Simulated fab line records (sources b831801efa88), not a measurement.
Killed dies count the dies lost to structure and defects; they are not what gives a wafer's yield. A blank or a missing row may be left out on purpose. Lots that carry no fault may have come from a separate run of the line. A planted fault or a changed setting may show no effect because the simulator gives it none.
Which tool is to blame? + flow sky130 + 6 lots, 17 wafers sampled, at 3 steps of a route of 708

WHAT THE GAUGES SHOWED, per wafer
SKY_LI_CONTACT_RS_MEAS_22: measures by four-point-probe.
| lot  | measured     | on            | LI_CONTACT_W_RS (ohm/sq) |
|------|--------------|---------------|--------------------------|
| L449 | day 29 12:05 | film-metro-02 | 0.286 0.283 0.281        |
| L455 | day 31 16:44 | film-metro-01 | 0.279 0.286 0.277        |
| L459 | day 32 23:47 | film-metro-01 | 0.231 0.231              |
| L467 | day 35 09:38 | film-metro-02 | 0.279 0.283 0.277        |
| L469 | day 36 02:21 | film-metro-01 | 0.284 0.284 0.275        |
| L471 | day 36 13:45 | film-metro-02 | 0.280 0.284 0.284        |

TOOL THAT RAN EACH LOT (tool first, then ch and the chambers of the sampled wafers, then the start)
| lot  | SKY_POLY_CUT_STRIP_12                | SKY_LI_CONTACT_CVD_21         |
|------|--------------------------------------|-------------------------------|
| L449 | plasma-asher-02 ch 0,1, day 24 13:04 | cvd-w-02 ch 0,1, day 29 11:58 |
| L455 | plasma-asher-02 ch 0,1, day 26 21:10 | cvd-w-01 ch 0,1, day 31 16:37 |
| L459 | plasma-asher-02 ch 0,1, day 28 06:53 | cvd-w-02 ch 1, day 32 23:38   |
| L467 | plasma-asher-02 ch 0,1, day 30 20:43 | cvd-w-01 ch 0,1, day 35 09:31 |
| L469 | plasma-asher-02 ch 0,1, day 31 13:11 | cvd-w-01 ch 0,1, day 36 02:12 |
| L471 | plasma-asher-02 ch 0,1, day 32 01:26 | cvd-w-02 ch 0,1, day 36 13:36 |
- SKY_POLY_CUT_STRIP_12: strips in O2/N2.
- SKY_LI_CONTACT_CVD_21: deposits W, target thk 400 nm, time 120.56 s.

THE ANSWER, worked out from the rows above alone
Rule: the usual values come from the lots themselves. Put in order of their means at a reading, lots are off if they are a third of the lots or fewer, leave a main group of 4 or more, and stand apart from it by a gap of 3 or more times the standard deviation of the main group's means; of several such gaps the widest counts. The tables above print the reading to a certain number of digits; a main group whose means all agree to those digits is not used. Also off: a lot with no number at a reading for which 4 or more lots have one. The other lots that the step has rows for count as sound.
Off: L459, at SKY_LI_CONTACT_RS_MEAS_22 (LI_CONTACT_W_RS). Main group: mean 0.281 ohm/sq, sd 0.0013.
If a tool, at a process step before that reading, ran all the lots that are off and no sound lot after the first of them, it fits. Gauges at SKY_LI_CONTACT_RS_MEAS_22: tried the same way as those tools. No candidate that was tried fits.

WHAT HAD BEEN PUT IN BY THE SIMULATOR
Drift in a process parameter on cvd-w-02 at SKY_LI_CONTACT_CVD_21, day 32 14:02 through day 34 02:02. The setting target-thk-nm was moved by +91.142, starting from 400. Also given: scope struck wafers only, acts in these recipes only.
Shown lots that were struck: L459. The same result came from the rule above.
